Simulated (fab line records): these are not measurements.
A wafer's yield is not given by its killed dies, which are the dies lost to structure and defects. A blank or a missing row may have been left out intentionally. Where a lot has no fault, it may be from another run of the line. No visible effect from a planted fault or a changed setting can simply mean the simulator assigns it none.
fab line records	flow sky130
record lots=7	wafers=21	last-day=50
route steps=708 shown VIA2@510 PAD_OPEN@708
lots untouched by any fault: they come from a run of this same line in which no faults occurred
start-h: start of the lot's first displayed wafer, in hours after the record's first day	wait-h: how many hours have passed since the lot's step before this one	" unchanged from the row above	L1.1+2: a single row standing in for several wafers	- no value, or no start was given	* or withheld: withheld	< > ~ a bound
route shown NAME@n: a module of which the file shows steps, and the number in the route of the first	usual: mean/standard deviation taken from wafers without a fault	same: alike in all rows	chamber/n: place in a boat	sites: the reading at each site	_std_site: their standard deviation	_edge_site: outer sites' mean less inner sites'	radius-mm: for every site, how far away it sits from the centre of the wafer	mask NAME#n: copy n	behind: the last tool/chamber to shape the wafer	hold: reason for holding the lot/hours on hold/outcome of the hold	device: transistor that didn't switch, given as n, p or np	end of line: the route-end tests of the same wafers	where a step has no rows: the recipe by itself	killed: not the wafer's yield, but the dies lost to structure and defects at the first sort	map: dies across one wafer; x = killed, . = not, _ = none there
set.NAME: setting as actually run; set.NAME@STEP: the setting as run at that earlier step	model.NAME: the simulator's own value behind a step, which no gauge read
lots seen at some steps along the route; tables by step, rows by wafer
services: a tool's chamber out of use, with start hour (start-h, from the record's first day; less than 0 if before it), hours out, and reason
## steps
# step SKY_VIA2_BOW_MEAS_03
# recipe mode=bow
# usual VIA2_BOW=87/6.9
lot.wafer	tool	chamber	start-h	wait-h	VIA2_BOW[um]
L609.1	film-metro-02	-	885.28	0.1	89
L609.2	"	-	"	"	88
L609.4	"	-	"	"	92
L610.1	film-metro-04	-	892.01	0.2	77
L610.3	"	-	"	"	91
L610.4	"	-	"	"	87
L611.1	film-metro-04	-	897.93	0.1	70
L611.2	"	-	"	"	76
L611.3	"	-	"	"	76
L613.4	film-metro-01	-	908.94	0.2	94
L613.5	"	-	"	"	87
L613.6	"	-	"	"	84
L620.2	film-metro-01	-	958.06	0.1	98
L620.3	"	-	"	"	92
L620.4	"	-	"	"	96
L621.1	film-metro-04	-	962.08	0.2	87
L621.2	"	-	"	"	94
L621.4	"	-	"	"	85
L622.1	film-metro-02	-	978.90	0.2	85
L622.3	"	-	"	"	87
L622.6	"	-	"	"	79
# step SKY_VIA2_DEHYDRATE_04
# recipe temp-c=200	time-s=60
# step SKY_VIA2_HMDS_05
# recipe prime-time-s=60	prime-temp-c=120
# step SKY_VIA2_COAT_06
# recipe resist=BARC	temp-c=withheld	time-s=withheld	spin-rpm=3000	resist-thk-nm=60
# step SKY_VIA2_COAT_07
# recipe resist=KrF-thick	spin-rpm=3000	resist-thk-nm=450
# step SKY_VIA2_SOFTBAKE_08
# recipe temp-c=100	time-s=90	resist=KrF-thick
# step SKY_VIA2_EXPOSE_09
# recipe mask-id=VIM2	na=0.8	source-shape=annular	sigma-inner=0.55	sigma-outer=0.85	target-cd-nm=200	dose-mj=38
# step SKY_VIA2_PEB_10
# recipe peb-temp-c=withheld	peb-time-s=withheld	resist=KrF-thick
# step SKY_VIA2_DEVELOP_11
# recipe develop-time-s=60	resist=KrF-thick	dev-temp-c=21
# step SKY_VIA2_CD_MEAS_12
# recipe target-cd-nm=200
# usual cd-nm=200.0/1.1
lot.wafer	tool	chamber	start-h	wait-h	cd-nm
L609.1	cd-sem-02	-	909.42	-	200.6
L609.2	"	-	"	"	198.9
L609.4	"	-	"	"	200.4
L610.1	cd-sem-02	-	917.50	-	201.1
L610.3	"	-	"	"	201.8
L610.4	"	-	"	"	200.0
L611.1	cd-sem-01	-	923.21	-	199.3
L611.2	"	-	"	"	197.5
L611.3	"	-	"	"	198.2
L613.4	cd-sem-01	-	934.22	-	201.5
L613.5	"	-	"	"	200.1
L613.6	"	-	"	"	200.8
L620.2	cd-sem-01	-	982.22	-	199.9
L620.3	"	-	"	"	201.4
L620.4	"	-	"	"	201.0
L621.1	cd-sem-01	-	986.51	-	199.0
L621.2	"	-	"	"	199.2
L621.4	"	-	"	"	200.2
L622.1	cd-sem-01	-	1002.82	-	198.6
L622.3	"	-	"	"	199.3
L622.6	"	-	"	"	199.2
# step SKY_VIA2_OVL_MEAS_13
# usual VIA2_OVL=-1/5.1
lot.wafer	tool	chamber	start-h	wait-h	VIA2_OVL[nm]
L609.1	overlay-02	-	909.54	0.1	-7
L609.2	"	-	"	"	-7
L609.4	"	-	"	"	-5
L610.1	overlay-02	-	917.62	0.1	11
L610.3	"	-	"	"	3
L610.4	"	-	"	"	5
L611.1	overlay-01	-	923.33	0.1	-9
L611.2	"	-	"	"	-4
L611.3	"	-	"	"	-5
L613.4	overlay-01	-	934.30	0.1	-3
L613.5	"	-	"	"	-4
L613.6	"	-	"	"	0
L620.2	overlay-02	-	982.32	0.1	-10
L620.3	"	-	"	"	-2
L620.4	"	-	"	"	-6
L621.1	overlay-02	-	986.63	0.1	-3
L621.2	"	-	"	"	-2
L621.4	"	-	"	"	-7
L622.1	overlay-01	-	1002.94	0.1	6
L622.3	"	-	"	"	4
L622.6	"	-	"	"	8
# step SKY_VIA2_ETCH_14
# recipe chemistry=N2/H2	target=BARC	ion-energy-ev=200	source-w=500	bias-w=100	pressure-mtorr=30	n2-flow-sccm=100	h2-flow-sccm=200	stop-on=SiO2	time-s=45.9	target-depth-a=600
# usual bias-w=99.97/0.29	chamber-pressure-mTorr=30.00/0.03	drypump-motor-current-A=5.6/0.48	oes-product-au=0.854/0.0048	throttle-valve-pct=13.225/0.0097
lot.wafer	tool	chamber	start-h	wait-h	bias-w	chamber-pressure-mTorr	drypump-motor-current-A	oes-product-au	rf-hours-counter-h	throttle-valve-pct
L609.1	rie-diel-03	2	909.57	0.0	100.08	30.00	6.1	0.858	7	13.243
L609.2	"	1	"	"	99.36	30.04	6.1	0.860	17	13.224
L609.4	"	0	"	"	100.11	30.01	5.1	0.857	3	13.224
L610.1	rie-diel-01	1	917.65	0.0	99.58	29.97	5.3	0.847	13	13.231
L610.3	"	2	"	"	100.16	29.98	6.2	0.854	19	13.239
L610.4	"	0	"	"	99.61	30.00	5.4	0.852	12	13.230
L611.1	rie-diel-01	3	923.37	0.0	99.38	30.04	5.0	0.859	13	13.211
L611.2	"	0	"	"	99.66	29.97	5.4	0.853	12	13.221
L611.3	"	2	"	"	99.54	29.94	6.2	0.857	19	13.220
L613.4	rie-diel-03	3	934.32	0.0	100.40	30.01	6.1	0.854	4	13.229
L613.5	"	3	"	"	100.38	30.04	6.1	0.847	-	13.232
L613.6	"	2	"	"	99.69	30.04	6.2	0.861	-	13.229
L620.2	rie-diel-01	0	982.35	0.0	100.34	30.01	5.5	0.860	14	13.218
L620.3	"	1	"	"	99.58	29.96	5.3	0.854	15	13.232
L620.4	"	2	"	"	99.89	30.00	6.2	0.856	-	13.225
L621.1	rie-diel-01	1	986.67	0.0	100.39	29.96	5.3	0.858	15	13.222
L621.2	"	0	"	"	99.81	30.01	5.4	0.852	14	13.219
L621.4	"	3	"	"	99.88	29.99	4.9	0.849	14	13.218
L622.1	rie-diel-02	2	1002.97	0.0	99.83	29.96	5.1	0.852	11	13.218
L622.3	"	3	"	"	99.54	29.95	6.2	0.859	13	13.237
L622.6	"	3	"	"	99.76	29.98	6.2	0.853	-	13.211
# step SKY_VIA2_ETCH_15
# recipe target=SiO2	chemistry=C4F8/O2/Ar	target-depth-nm=546	stop-on=TiN	mask-material=KrF-thick	source-w=1500	bias-w=1200	pressure-mtorr=40	c4f8-flow-sccm=withheld	O2_flow_sccm=6	Ar_flow_sccm=300	time-s=84
# usual bias-w=1200/3.1	chamber-pressure-mTorr=40.00/0.032	oes-product-au=0.939/0.0049
lot.wafer	tool	chamber	start-h	wait-h	bias-w	chamber-pressure-mTorr	oes-product-au	rf-hours-counter-h	model.KrF-thick_of_VIA2_COAT_07.thk-nm
L609.1	rie-diel-03	2	909.61	0.0	1195	40.02	0.938	7	282.5
L609.2	"	1	"	"	1198	39.98	0.941	17	281.1
L609.4	"	0	"	"	1200	40.03	0.934	3	283.4
L610.1	rie-diel-01	1	917.69	0.0	1194	40.02	0.936	14	280.5
L610.3	"	2	"	"	1205	40.00	0.938	19	279.6
L610.4	"	0	"	"	1198	40.02	0.936	12	287.9
L611.1	rie-diel-01	3	923.41	0.0	1199	39.95	0.943	13	276.7
L611.2	"	0	"	"	1205	39.95	0.939	12	288.5
L611.3	"	2	"	"	1199	39.92	0.950	19	282.1
L613.4	rie-diel-03	3	934.36	0.0	1206	40.01	0.940	4	278.4
L613.5	"	3	"	"	1203	39.97	0.928	-	279.5
L613.6	"	2	"	"	1199	40.03	0.942	-	281
L620.2	rie-diel-01	0	982.39	0.0	-	-	-	-	394.9
L620.3	"	1	"	"	-	-	-	-	390.8
L620.4	"	2	"	"	-	-	-	-	391.9
L621.1	rie-diel-01	1	986.71	0.0	-	-	-	-	392.7
L621.2	"	0	"	"	-	-	-	-	394
L621.4	"	3	"	"	-	-	-	-	390
L622.1	rie-diel-02	2	1003.01	0.0	-	-	-	-	394.1
L622.3	"	3	"	"	-	-	-	-	394.1
L622.6	"	3	"	"	-	-	-	-	395.4
# step SKY_VIA2_STRIP_16
# recipe chemistry=O2/N2	power-w=1400	pressure-mtorr=1500	platen-temp-c=withheld	o2-flow-sccm=3000	n2-flow-sccm=300	overash-fraction=0.5
# usual drypump-motor-current-A=5.9/0.47	o2-flow-sccm=2999/7.9	oes-product-au=0.398/0.0048	strip-time-to-endpoint-s=4.04/0.041
lot.wafer	tool	chamber	start-h	wait-h	drypump-motor-current-A	o2-flow-sccm	oes-product-au	rf-hours-counter-h	strip-time-to-endpoint-s
L609.1	plasma-asher-03	1	909.68	0.0	5.7	3004	0.403	107	4.04
L609.2	"	0	"	"	5.7	2988	0.388	107	4.02
L609.4	"	0	"	"	5.7	2993	0.397	-	4.03
L610.1	plasma-asher-01	0	917.76	0.0	5.9	2999	0.396	80	4.01
L610.3	"	1	"	"	5.2	2988	0.396	-	4.00
L610.4	"	0	"	"	5.9	3000	0.405	-	4.09
L611.1	plasma-asher-02	1	923.47	0.0	5.7	2994	0.392	50	3.97
L611.2	"	0	"	"	6.8	2999	0.396	50	4.10
L611.3	"	1	"	"	5.7	2989	0.403	-	4.03
L613.4	plasma-asher-01	0	934.45	0.1	5.9	3012	0.395	-	3.99
L613.5	"	0	"	"	5.9	3002	0.404	-	4.01
L613.6	"	1	"	"	5.1	2993	0.399	-	4.02
L620.2	plasma-asher-01	0	982.46	0.0	5.9	2994	0.448	87	5.23
L620.3	"	0	"	"	5.9	2993	0.447	-	5.19
L620.4	"	1	"	"	5.2	2999	0.446	-	5.18
L621.1	plasma-asher-03	0	986.77	0.0	5.7	3001	0.440	114	5.21
L621.2	"	1	"	"	5.7	2998	0.443	114	5.20
L621.4	"	1	"	"	5.7	2992	0.438	-	5.16
L622.1	plasma-asher-02	1	1003.08	0.0	5.8	2993	0.448	58	5.22
L622.3	"	0	"	"	6.8	3012	0.452	-	5.22
L622.6	"	1	"	"	5.8	3006	0.450	-	5.23
# step SKY_VIA2_STRIP_17
# recipe chemistry=post-etch-residue-remover	time-s=1200	temp-c=72.5
# step SKY_PAD_OPEN_PROBE_99
# usual defect-limited-yield=82.4/1.9	killed_at_M0_to_M3=44/6.5	killed_at_M4_up=2.9/1.7	killed-at-contacts=24/5.7	killed-at-front-end=16/4.4	killed-at-other=0.2/0.48	killed-dies=87/9.6	killed-on-rim=17/3.8	killed-open=48/6.7	killed-short=38/6.2	sort_bin_3_pad_short=0.8/0.39	sort_bin_5_function=10.5/1.6	sort_bin_6_memory=6.4/1	sort-n-pass=405/9.5	sort-yield-pct=82.3/1.9
# same gross-dies=492	killed-at-back-side=0	sort_bin_4_leakage[%]=0	sort_bin_8_speed[%]=0
lot.wafer	tool	chamber	start-h	wait-h	defect-limited-yield[%]	killed_at_M0_to_M3	killed_at_M4_up	killed-at-contacts	killed-at-front-end	killed-at-other	killed-dies	killed-on-rim	killed-open	killed-short	sort_bin_3_pad_short[%]	sort_bin_5_function[%]	sort_bin_6_memory[%]	sort-n-pass	sort-yield-pct[%]
L609.1	prober-01	-	1126.73	0.1	81.7	42	5	33	10	0	90	20	48	40	0.8	12.6	4.9	402	81.7
L609.2	prober-01	-	1126.78	0.1	80.1	54	3	34	7	0	98	17	52	46	0.8	14.4	4.7	394	80.1
L609.4	prober-01	-	1126.88	0.2	79.5	54	2	31	14	0	101	23	56	45	0.6	10.8	9.1	391	79.5
L610.1	prober-01	-	1132.39	0.1	83.3	32	1	36	13	0	82	16	46	36	0.6	11.8	4.3	410	83.3
L610.3	prober-01	-	1132.49	0.2	81.3	46	3	27	16	0	92	20	47	45	0.6	10.6	7.5	400	81.3
L610.4	prober-01	-	1132.54	0.2	78.7	53	6	29	17	0	105	24	66	39	0.8	13.6	6.9	387	78.7
L611.1	prober-02	-	1139.78	0.1	84.3	35	1	30	11	0	77	23	43	33	0.8	9.3	5.5	415	84.3
L611.2	prober-02	-	1139.83	0.1	79.5	49	3	35	14	0	101	18	50	51	1.6	12.0	6.9	391	79.5
L611.3	prober-02	-	1139.88	0.2	83.7	43	2	22	13	0	80	16	52	28	0.6	10.6	5.1	412	83.7
L613.5	prober-02	-	1147.02	0.2	81.9	51	2	24	12	0	89	12	58	31	0.8	10.6	6.7	403	81.9
L613.6	prober-02	-	1147.07	0.2	80.3	46	2	28	21	0	97	19	55	42	1.6	11.6	6.5	395	80.3
L620.2	prober-01	-	1182.34	0.1	0	446	4	20	22	0	492	96	47	45	1.0	92.3	6.7	0	0
L620.3	prober-01	-	1182.39	0.2	0	449	7	20	16	0	492	96	50	41	1.4	90.9	7.7	0	0
L620.4	prober-01	-	1182.44	0.2	0	453	4	19	16	0	492	96	40	33	0.4	93.3	6.3	0	0
L621.1	prober-01	-	1185.48	0.1	0	456	1	21	14	0	492	96	47	35	1.0	93.3	5.7	0	0
L621.2	prober-01	-	1185.53	0.1	0	448	3	23	17	1	492	96	45	39	1.4	93.9	4.7	0	0
L621.4	prober-01	-	1185.63	0.2	0	448	6	27	10	1	492	96	48	41	0.4	92.5	7.1	0	0
L622.1	prober-02	-	1198.14	0.1	0	455	0	21	16	0	492	96	47	35	1.0	91.7	7.3	0	0
L622.3	prober-02	-	1198.24	0.2	0	450	3	24	15	0	492	96	45	41	0.2	94.7	5.1	0	0
L622.6	prober-02	-	1198.39	0.2	0	451	3	22	16	0	492	96	47	38	0.8	93.3	5.9	0	0
# killed by level:class
L609.1 CONTACT:geometric-particle:open=12 LI_CONTACT:geometric-particle:open=10 VIA3:geometric-particle:open=10 VIA1:geometric-particle:open=7 CONTACT:geometric-particle:short=5 METAL1:geometric-particle:short=5 VIA1:geometric-particle:short=4 VIA3:geometric-particle:short=4
L609.2 LI_CONTACT:geometric-particle:open=13 VIA1:geometric-particle:open=11 CONTACT:geometric-particle:open=9 VIA1:geometric-particle:short=9 VIA2:geometric-particle:open=8 METAL2:geometric-particle:short=7 LI_CONTACT:geometric-particle:short=6 VIA2:geometric-particle:short=5
L609.4 CONTACT:geometric-particle:open=15 VIA1:geometric-particle:open=13 METAL1:geometric-particle:short=11 METAL2:geometric-particle:short=9 CONTACT:geometric-particle:short=8 VIA3:geometric-particle:open=6 LI_CONTACT:geometric-particle:open=5 FIELD_ISO:geometric-particle:short=4
L610.1 CONTACT:geometric-particle:open=14 LI_CONTACT:geometric-particle:open=9 VIA1:geometric-particle:open=8 CONTACT:geometric-particle:short=6 METAL1:geometric-particle:short=5 FIELD_ISO:geometric-particle:short=4 VIA1:geometric-particle:short=4 VIA3:geometric-particle:open=4
L610.3 LI_CONTACT:geometric-particle:open=8 CONTACT:geometric-particle:open=7 VIA3:geometric-particle:open=7 VIA3:geometric-particle:short=7 LOCAL_INTERCONNECT:geometric-particle:short=6 METAL1:geometric-particle:short=6 VIA1:geometric-particle:short=6 VIA2:geometric-particle:open=6
L610.4 VIA1:geometric-particle:open=12 VIA3:geometric-particle:open=11 VIA2:geometric-particle:open=11 LI_CONTACT:geometric-particle:open=10 CONTACT:geometric-particle:open=9 METAL1:geometric-particle:short=6 METAL2:geometric-particle:short=6 METAL4:geometric-particle:short=5
L611.1 LI_CONTACT:geometric-particle:open=11 CONTACT:geometric-particle:open=10 CONTACT:geometric-particle:short=7 VIA1:geometric-particle:open=6 METAL1:geometric-particle:short=6 POLY_GATE:geometric-particle:short=4 METAL2:geometric-particle:short=4 FIELD_ISO:geometric-particle:open=3
L611.2 CONTACT:geometric-particle:open=13 METAL2:geometric-particle:short=7 CONTACT:geometric-particle:short=7 METAL1:geometric-particle:short=7 VIA1:geometric-particle:open=6 LI_CONTACT:geometric-particle:open=5 LI_CONTACT:geometric-particle:short=5 VIA2:geometric-particle:open=5
L611.3 CONTACT:geometric-particle:open=13 VIA1:geometric-particle:open=10 VIA2:geometric-particle:open=8 FIELD_ISO:geometric-particle:open=7 VIA3:geometric-particle:open=6 VIA1:geometric-particle:short=5 VIA3:geometric-particle:short=5 FIELD_ISO:geometric-particle:short=3
L613.5 VIA1:geometric-particle:open=14 CONTACT:geometric-particle:open=12 VIA3:geometric-particle:open=11 METAL1:geometric-particle:short=6 LI_CONTACT:geometric-particle:open=5 FIELD_ISO:geometric-particle:short=4 METAL2:geometric-particle:open=4 LOCAL_INTERCONNECT:geometric-particle:short=4
L613.6 CONTACT:geometric-particle:open=14 POLY_GATE:geometric-particle:open=8 METAL1:geometric-particle:short=6 VIA1:geometric-particle:short=6 LI_CONTACT:geometric-particle:open=5 VIA3:geometric-particle:open=5 VIA1:geometric-particle:open=5 METAL2:geometric-particle:short=5
L620.2 VIA2:area-etch=400 METAL2:geometric-particle:short=7 METAL1:geometric-particle:short=7 VIA1:geometric-particle:open=7 CONTACT:geometric-particle:open=6 VIA3:geometric-particle:open=6 VIA2:geometric-particle:open=5 POLY_GATE:geometric-particle:short=5
L620.3 VIA2:area-etch=401 VIA1:geometric-particle:open=16 LI_CONTACT:geometric-particle:open=6 VIA2:geometric-particle:open=6 METAL4:geometric-particle:short=6 METAL2:geometric-particle:short=5 CONTACT:geometric-particle:open=5 METAL3:geometric-particle:short=5
L620.4 VIA2:area-etch=419 LI_CONTACT:geometric-particle:open=8 VIA2:geometric-particle:open=7 METAL2:geometric-particle:short=6 VIA3:geometric-particle:open=6 POLY_GATE:geometric-particle:short=5 CONTACT:geometric-particle:open=5 VIA1:geometric-particle:open=5
L621.1 VIA2:area-etch=410 VIA2:geometric-particle:open=9 VIA3:geometric-particle:open=8 CONTACT:geometric-particle:open=7 LI_CONTACT:geometric-particle:open=6 VIA1:geometric-particle:open=5 METAL2:geometric-particle:short=5 POLY_GATE:geometric-particle:open=4
L621.2 VIA2:area-etch=408 VIA1:geometric-particle:open=14 LI_CONTACT:geometric-particle:open=9 POLY_GATE:geometric-particle:short=6 CONTACT:geometric-particle:short=6 VIA1:geometric-particle:short=5 VIA2:geometric-particle:open=5 METAL1:geometric-particle:short=5
L621.4 VIA2:area-etch=403 CONTACT:geometric-particle:open=12 VIA3:geometric-particle:open=8 VIA1:geometric-particle:open=7 LI_CONTACT:geometric-particle:open=6 VIA2:geometric-particle:short=5 VIA2:geometric-particle:open=5 METAL4:geometric-particle:short=5
L622.1 VIA2:area-etch=410 VIA1:geometric-particle:open=12 CONTACT:geometric-particle:open=9 LI_CONTACT:geometric-particle:open=6 METAL1:geometric-particle:short=6 VIA3:geometric-particle:open=6 FIELD_ISO:geometric-particle:short=5 METAL2:geometric-particle:short=5
L622.3 VIA2:area-etch=406 VIA1:geometric-particle:open=9 CONTACT:geometric-particle:open=8 METAL2:geometric-particle:short=8 LI_CONTACT:geometric-particle:open=6 VIA1:geometric-particle:short=6 POLY_GATE:geometric-particle:short=5 VIA3:geometric-particle:open=5
L622.6 VIA2:area-etch=407 VIA1:geometric-particle:open=10 VIA3:geometric-particle:open=10 CONTACT:geometric-particle:open=9 POLY_GATE:geometric-particle:short=6 METAL1:geometric-particle:short=6 LOCAL_INTERCONNECT:geometric-particle:short=5 METAL3:geometric-particle:short=5
# map L620.2 (x killed, . not)
__________xxxxxxxxxx_________
________xxxxxxxxxxxxxx_______
______xxxxxxxxxxxxxxxxxx_____
_____xxxxxxxxxxxxxxxxxxxx____
____xxxxxxxxxxxxxxxxxxxxxx___
___xxxxxxxxxxxxxxxxxxxxxxxx__
__xxxxxxxxxxxxxxxxxxxxxxxxxx_
_xxxxxxxxxxxxxxxxxxxxxxxxxxxx
_xxxxxxxxxxxxxxxxxxxxxxxxxxxx
_xxxxxxxxxxxxxxxxxxxxxxxxxxxx
_xxxxxxxxxxxxxxxxxxxxxxxxxxxx
_xxxxxxxxxxxxxxxxxxxxxxxxxxxx
_xxxxxxxxxxxxxxxxxxxxxxxxxxxx
_xxxxxxxxxxxxxxxxxxxxxxxxxxxx
_xxxxxxxxxxxxxxxxxxxxxxxxxxxx
__xxxxxxxxxxxxxxxxxxxxxxxxxx_
___xxxxxxxxxxxxxxxxxxxxxxxx__
____xxxxxxxxxxxxxxxxxxxxxx___
_____xxxxxxxxxxxxxxxxxxxx____
______xxxxxxxxxxxxxxxxxx_____
________xxxxxxxxxxxxxx_______
__________xxxxxxxxxx_________
# map L621.1 (x killed, . not)
__________xxxxxxxxxx_________
________xxxxxxxxxxxxxx_______
______xxxxxxxxxxxxxxxxxx_____
_____xxxxxxxxxxxxxxxxxxxx____
____xxxxxxxxxxxxxxxxxxxxxx___
___xxxxxxxxxxxxxxxxxxxxxxxx__
__xxxxxxxxxxxxxxxxxxxxxxxxxx_
_xxxxxxxxxxxxxxxxxxxxxxxxxxxx
_xxxxxxxxxxxxxxxxxxxxxxxxxxxx
_xxxxxxxxxxxxxxxxxxxxxxxxxxxx
_xxxxxxxxxxxxxxxxxxxxxxxxxxxx
_xxxxxxxxxxxxxxxxxxxxxxxxxxxx
_xxxxxxxxxxxxxxxxxxxxxxxxxxxx
_xxxxxxxxxxxxxxxxxxxxxxxxxxxx
_xxxxxxxxxxxxxxxxxxxxxxxxxxxx
__xxxxxxxxxxxxxxxxxxxxxxxxxx_
___xxxxxxxxxxxxxxxxxxxxxxxx__
____xxxxxxxxxxxxxxxxxxxxxx___
_____xxxxxxxxxxxxxxxxxxxx____
______xxxxxxxxxxxxxxxxxx_____
________xxxxxxxxxxxxxx_______
__________xxxxxxxxxx_________
## services
tool	chamber	start-h	hours	kind
rie-diel-02	-	900.36	15.6	pm
rie-diel-01	1	940.29	6.3	repair
rie-diel-02	1	940.50	1.5	repair
rie-diel-03	1	940.67	9.6	repair
rie-diel-02	2	955.41	14.9	repair
rie-diel-02	0	960.20	2.0	repair
rie-diel-01	3	980.89	4.1	repair
## key
first-sign step=SKY_VIA2_ETCH_15	reading=tool-record	direction=missing
effect step=SKY_VIA2_STRIP_16	reading=strip-time-to-endpoint-s	direction=up	sigmas=28	usual=*	struck=*
effect step=SKY_PAD_OPEN_PROBE_99	reading=killed_at_M0_to_M3	direction=up	sigmas=63	usual=44	struck=451
model-effect step=SKY_VIA2_ETCH_15	value=KrF-thick_of_VIA2_COAT_07.thk-nm	without=284.9	struck=393.1
more-kills-born-at SKY_VIA2_ETCH_15@rie-diel-01=2441	SKY_VIA2_ETCH_15@rie-diel-02=1223
met-at SKY_VIA2_ETCH_15
struck-wafers L620.2,L620.3,L620.4,L621.1,L621.2,L621.4,L622.1,L622.3,L622.6
later-rows-left-out L620.2,L620.3,L620.4,L621.1,L621.2,L621.4,L622.1,L622.3,L622.6
onset-between 923.41 982.39
fault kind=skipped-step-whole	tool=rie-diel-01,rie-diel-02	chamber=-	onset-h=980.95	steps=SKY_VIA2_ETCH_15	scope=struck-lots-only
# later-rows-left-out: the simulator's readings of these wafers behind a module that went badly wrong aren't trusted and aren't shown, but for the sort
